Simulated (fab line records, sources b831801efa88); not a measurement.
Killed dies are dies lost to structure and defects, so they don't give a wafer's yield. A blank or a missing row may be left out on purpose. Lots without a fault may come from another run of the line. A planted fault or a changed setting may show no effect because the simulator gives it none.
Which tool did it? | flow sky130 | 11 lots, 33 wafers sampled, at 3 steps of a route of 708

WHAT THE GAUGES READ, wafer by wafer
SKY_PASSIVATION_THK_MEAS_01. Usual: PASSIVATION_CVD_00_THK 90.0 nm, standard deviation 1.
lot  | measured     | on            | PASSIVATION_CVD_00_THK (nm) | flag
L297 | day 43 15:22 | film_metro-01 | 88.1 89.6 89.4              |
L299 | day 44 04:31 | film_metro-03 | 88.0 88.2 88.5              |
L303 | day 45 12:49 | film_metro-01 | 90.1 88.9 91.0              |
L305 | day 46 03:00 | film_metro-01 | 89.7 91.7 90.7              |
L308 | day 46 15:38 | film_metro-01 | 91.4 91.0 90.9              |
L307 | day 46 17:18 | film_metro-04 | 89.8 91.6 91.9              |
L312 | day 47 19:47 | film_metro-01 | 89.3 90.8 91.2              |
L313 | day 47 21:10 | film_metro-04 | 90.1 89.4 89.8              |
L314 | day 48 00:41 | film_metro-04 | 90.0 90.0 92.1              |
L316 | day 48 17:10 | film_metro-01 | 90.1 91.7 90.9              |
L319 | day 49 02:44 | film_metro-04 | 89.4 90.1 90.1              |

SKY_PASSIVATION_THK_MEAS_03. Usual: PASSIVATION_CVD_02_THK 541 nm, standard deviation 6.2.
lot  | measured     | on            | PASSIVATION_CVD_02_THK (nm) | flag
L297 | day 43 15:38 | film_metro-04 | 544 546 548                 |
L299 | day 44 04:51 | film_metro-03 | 537 535 547                 |
L303 | day 45 13:13 | film_metro-03 | 533 533 540                 |
L305 | day 46 03:17 | film_metro-01 | 542 543 537                 |
L308 | day 46 15:56 | film_metro-04 | 533 551 545                 |
L307 | day 46 17:35 | film_metro-01 | 533 539 540                 |
L312 | day 47 20:05 | film_metro-01 | 537 534 539                 |
L313 | day 47 21:27 | film_metro-03 | 543 550 551                 |
L314 | day 48 00:58 | film_metro-01 | 537 547 542                 |
L316 | day 48 17:28 | film_metro-03 | 539 547 544                 |
L319 | day 49 03:01 | film_metro-01 | 537 550 550                 |

WHICH TOOL RAN EACH LOT (tool, then ch and the chambers of the sampled wafers, then the start)
lot  | SKY_METAL5_DESCUM_14
L297 | rie_metal-01 ch 0,1, day 43 14:28
L299 | rie_metal-01 ch 0,1, day 44 03:37
L303 | rie_metal-02 ch 0,1, day 45 11:56
L305 | rie_metal-03 ch 0,1, day 46 02:07
L308 | rie_metal-02 ch 0,1, day 46 14:44
L307 | rie_metal-02 ch 0,1, day 46 16:22
L312 | rie_metal-01 ch 0,1, day 47 18:51
L313 | rie_metal-03 ch 0, day 47 19:58
L314 | rie_metal-02 ch 0,1, day 47 23:44
L316 | rie_metal-02 ch 1, day 48 16:17
L319 | rie_metal-02 ch 0,1, day 49 01:50
- SKY_METAL5_DESCUM_14: chemistry O2, time 11 s.

WHAT THE TOOLS THEMSELVES READ (means of the sampled wafers that have a number; where no wafer has one, the mark that the record gives instead)
SKY_METAL5_DESCUM_14. Usual: drypump_motor_current_A 5.58 A, standard deviation 0.3; oes_product_au 1.004 a.u., standard deviation 0.0085.
lot  | tool         | drypump_motor_current_A (A) | oes_product_au (a.u.) | flag
L297 | rie_metal-01 | 5.40                        | 1.007                 |
L299 | rie_metal-01 | 5.42                        | 1.013                 |
L303 | rie_metal-02 | 5.77                        | 1.012                 |
L305 | rie_metal-03 | 5.31                        | 1.015                 |
L308 | rie_metal-02 | 5.83                        | 1.006                 |
L307 | rie_metal-02 | 5.85                        | 1.001                 |
L312 | rie_metal-01 | 5.39                        | 1.007                 |
L313 | rie_metal-03 | 5.63                        | 1.007                 |
L314 | rie_metal-02 | 5.76                        | 0.999                 |
L316 | rie_metal-02 | 5.92                        | 1.009                 |
L319 | rie_metal-02 | 5.83                        | 0.998                 |

THE ANSWER, worked out from the rows above alone
Rule: a lot is off if the mean of its wafers that have a number lies more than 3 standard deviations from the usual mean. A lot without any number at a reading at which 4 lots or more have one is off too. The other lots that the step has rows for count as sound. The gauges are gone through in route order, then the tools' own readings, and for those a lot's mean is taken as printed above. The first step at which some lot is off is used, and at that step the reading that is off furthest; a lot without a number counts as furthest.
No lot is off at any reading shown: from this, nothing can be told.

WHAT THE SIMULATOR HAD PUT IN
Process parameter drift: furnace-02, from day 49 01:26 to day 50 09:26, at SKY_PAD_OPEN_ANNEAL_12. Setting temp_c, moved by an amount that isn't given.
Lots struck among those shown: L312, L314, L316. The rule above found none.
